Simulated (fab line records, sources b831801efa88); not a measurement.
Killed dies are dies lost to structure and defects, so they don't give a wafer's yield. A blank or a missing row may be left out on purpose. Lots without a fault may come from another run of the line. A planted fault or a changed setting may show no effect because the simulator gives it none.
Which tool did it? | flow sky130 | 11 lots, 33 wafers sampled, at 2 steps of a route of 708

WHAT THE GAUGES READ, wafer by wafer
SKY_POLY_GATE_THK_MEAS_01.
lot  | measured     | on            | POLY_GATE_CVD_00_THK (nm)
L167 | day 14 17:33 | film_metro-03 | 177.2 178.1 176.9
L169 | day 15 06:02 | film_metro-01 | 179.7 179.9 180.1
L171 | day 16 03:25 | film_metro-02 | 91.4 93.5 98.6
L172 | day 16 03:20 | film_metro-02 | 165.4 136.7 124.0
L173 | day 16 16:38 | film_metro-02 | 104.1 96.4 100.1
L181 | day 19 08:44 | film_metro-02 | 179.5 179.6 178.5
L183 | day 20 13:19 | film_metro-02 | 178.7 178.4 179.9
L184 | day 20 13:20 | film_metro-03 | 182.4 182.6 182.3
L185 | day 20 22:41 | film_metro-01 | 179.0 179.7 179.9
L186 | day 21 00:00 | film_metro-03 | 180.6 178.5 181.1
L189 | day 22 05:45 | film_metro-02 | 180.5 179.3 179.6

WHICH TOOL RAN EACH LOT (tool, then ch and the chambers of the sampled wafers, then the start)
lot  | SKY_POLY_GATE_CVD_00
L167 | lpcvd-01 ch 0, day 14 16:19
L169 | lpcvd-01 ch 0, day 15 04:50
L171 | lpcvd-01 ch 0, day 16 02:08
L172 | lpcvd-01 ch 1, day 16 02:08
L173 | lpcvd-01 ch 1, day 16 15:26
L181 | lpcvd-01 ch 0, day 19 07:32
L183 | lpcvd-01 ch 1, day 20 12:07
L184 | lpcvd-01 ch 1, day 20 12:07
L185 | lpcvd-01 ch 1, day 20 21:29
L186 | lpcvd-01 ch 1, day 20 22:48
L189 | lpcvd-01 ch 1, day 22 03:56
- SKY_POLY_GATE_CVD_00: deposits poly-Si, target thk 180 nm, time 720 s.

THE ANSWER, worked out from the rows above alone
Rule: what is usual is taken from the lots themselves. Put in order of their means at a reading, lots are off if they are a third of the lots or fewer, leave a main group of 4 or more, and stand apart from it by a gap of 3 or more times the standard deviation of the main group's means; of several such gaps the widest counts. A main group whose means are all the same, to the digits that the tables above print for the reading, isn't used. A lot without any number at a reading at which 4 lots or more have one is off too. The other lots that the step has rows for count as sound.
Off: L171, L172, L173, at SKY_POLY_GATE_THK_MEAS_01 (POLY_GATE_CVD_00_THK). The main group: mean 179.7 nm, standard deviation 1.3.
A tool fits if, at a process step before that reading, it ran every lot that is off, and no sound lot after the first of them. The gauges at SKY_POLY_GATE_THK_MEAS_01 are tried like those tools. None of those tried fits.

WHAT THE SIMULATOR HAD PUT IN
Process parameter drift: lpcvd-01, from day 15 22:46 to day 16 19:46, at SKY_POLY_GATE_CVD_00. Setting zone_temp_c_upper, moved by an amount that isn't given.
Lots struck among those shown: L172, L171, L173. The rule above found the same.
